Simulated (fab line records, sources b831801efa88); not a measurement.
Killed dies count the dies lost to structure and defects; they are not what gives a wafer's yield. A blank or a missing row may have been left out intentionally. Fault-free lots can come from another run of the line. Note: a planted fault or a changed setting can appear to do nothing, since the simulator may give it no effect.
Which tool is to blame? || flow gf180mcu || 18 wafers from 6 lots sampled at 2 of the route's 602 steps

## WHAT EACH GAUGE READ, for each wafer
GF_DNWELL_TW_MEAS_09.
{"lot": "L674", "measured": "day 3 05:49", "on": "filmMetro-04", "DNWELL_TW": "1351 1355 1346"}
{"lot": "L679", "measured": "day 4 06:13", "on": "filmMetro-02", "DNWELL_TW": "1354 1354 1358"}
{"lot": "L682", "measured": "day 4 22:29", "on": "filmMetro-02", "DNWELL_TW": "1365 1372 1373"}
{"lot": "L685", "measured": "day 5 16:28", "on": "filmMetro-04", "DNWELL_TW": "1352 1354 1347"}
{"lot": "L691", "measured": "day 6 23:31", "on": "filmMetro-02", "DNWELL_TW": "1538 1537 1539"}
{"lot": "L694", "measured": "day 7 14:52", "on": "filmMetro-04", "DNWELL_TW": "1503 1507 1509"}

## WHICH TOOL RAN EACH LOT (tool, then ch and the chambers of the sampled wafers, then the start)
{"lot": "L674", "GF_DNWELL_IMPLANT_07": "implanter-03 ch 0, day 3 05:35"}
{"lot": "L679", "GF_DNWELL_IMPLANT_07": "implanter-03 ch 0, day 4 05:58"}
{"lot": "L682", "GF_DNWELL_IMPLANT_07": "implanter-03 ch 0, day 4 22:14"}
{"lot": "L685", "GF_DNWELL_IMPLANT_07": "implanter-03 ch 0, day 5 16:14"}
{"lot": "L691", "GF_DNWELL_IMPLANT_07": "implanter-03 ch 0, day 6 23:16"}
{"lot": "L694", "GF_DNWELL_IMPLANT_07": "implanter-03 ch 0, day 7 14:39"}
- GF_DNWELL_IMPLANT_07

## THE ANSWER, worked out from the rows above alone
Rule: the lots themselves supply what counts as usual. Put in order of their means at a reading, lots are off if they are a third of the lots or fewer, leave a main group of 4 or more, and stand apart from it by a gap of 3 or more times the standard deviation of the main group's means; of several such gaps the widest counts. If all means in a main group match to the digits the tables above print for the reading, that group is not used. A lot without any number at a reading at which 4 lots or more have one is off too. Any other lot the step has rows for is counted as sound.
Off: L691, L694, seen at GF_DNWELL_TW_MEAS_09 (DNWELL_TW). For the main group the mean is 1357 and the standard deviation 7.9.
If a tool, at a process step before that reading, ran all the lots that are off and no sound lot after the first of them, it fits. Gauges at GF_DNWELL_TW_MEAS_09: tried the same way as those tools. One fits: implanter-03 at GF_DNWELL_IMPLANT_07. Its last sound lot is L685 (day 5 16:14), its first lot that is off L691 (day 6 23:16): a fault that began between those two fits.

## WHAT THE SIMULATOR HAD PUT IN
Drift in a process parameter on implanter-03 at GF_DNWELL_IMPLANT_07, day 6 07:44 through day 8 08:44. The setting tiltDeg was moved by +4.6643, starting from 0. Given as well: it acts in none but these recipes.
Struck lots among those shown: L691, L694. The rule given above showed the same thing.
